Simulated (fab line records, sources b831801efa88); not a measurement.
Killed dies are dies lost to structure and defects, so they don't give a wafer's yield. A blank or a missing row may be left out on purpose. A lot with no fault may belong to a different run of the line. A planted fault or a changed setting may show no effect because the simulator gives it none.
A lot that was struck, set against a sound lot / flow sky130 / 14 out of 708 route steps
Sound: these wafers, L207.1, L207.2, L207.6. Struck: wafers L204.1, L204.2, L204.6. The cause is given at the end.
Each step with rows lists, per side, the tool, then ch with its chambers, then its first start. Under that, the readings that differ: sound wafers / struck wafers / difference of the means / sigmas: that difference in standard deviations of wafers without a fault.
alike: same words and numbers on both sides, and readings whose means sit less than 2 such deviations apart. not compared: any withheld reading, any reading some wafer has no value for, any bound like >300 that may hide the same value, and any number with overlapping values for which the record gives no deviation.
The two part at a step that has a row with sigmas, a row that says differs or no value, or rows on one side only. Non-overlapping numbers with no deviation appear without sigmas and do not part them. A reading missing from all wafers of one side parts the sides only when that side holds two or more wafers.

first, 4 steps without rows for these wafers: SKY_METAL3_STRIP_20 (strips in post etch residue remover, time 1200 s); SKY_METAL3_CLEAN_21 (cleans in IPA, time 180 s); SKY_METAL3_CLEAN_22 (cleans in O3/DIW); SKY_VIA3_HDPCVD_00 (deposits SiO2, target thk 1635 nm, time 264.8 s).
SKY_VIA3_THK_MEAS_01:
  sound: filmMetro-02 at day 44 17:32; struck: filmMetro-01 at day 44 10:08
  alike: VIA3_HDPCVD_THK
SKY_VIA3_CMP_02: polishes SiO2.
  sound on cmp-01 ch 2,3, day 44 17:35; struck on cmp-02 ch 1,2,3, day 44 10:14
  alike: motorCurrentA
SKY_VIA3_BOW_MEAS_03:
  sound: filmMetro-04 at day 44 17:53; struck: filmMetro-04 at day 44 10:29
  alike: VIA3_BOW
then, 5 steps without rows for these wafers: SKY_VIA3_DEHYDRATE_04 (time 60 s); SKY_VIA3_HMDS_05 (prime time 60 s); SKY_VIA3_COAT_06 (resist thk 60 nm); SKY_VIA3_COAT_07 (resist thk 450 nm); SKY_VIA3_SOFTBAKE_08 (time 90 s).
SKY_VIA3_EXPOSE_09: exposes mask VIM3, target cd 200 nm.
  sound on krfScanner-01 ch 0, day 45 05:35; struck on krfScanner-02, day 44 21:52
  no value came back on the struck wafers for exposureDoseMJCm2, focusOffsetNm (nm); on the sound wafers exposureDoseMJCm2 reads 37.94 38.01 37.98
  alike: mask
next, for these wafers, 1 step has no rows: SKY_VIA3_PEB_10.

== WHERE THEY PART ==
SKY_VIA3_EXPOSE_09 only, going by this record.

WHY: what the simulator had put in
Beginning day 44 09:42, the whole step at SKY_VIA3_EXPOSE_09 was skipped on krfScanner-02. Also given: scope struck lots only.
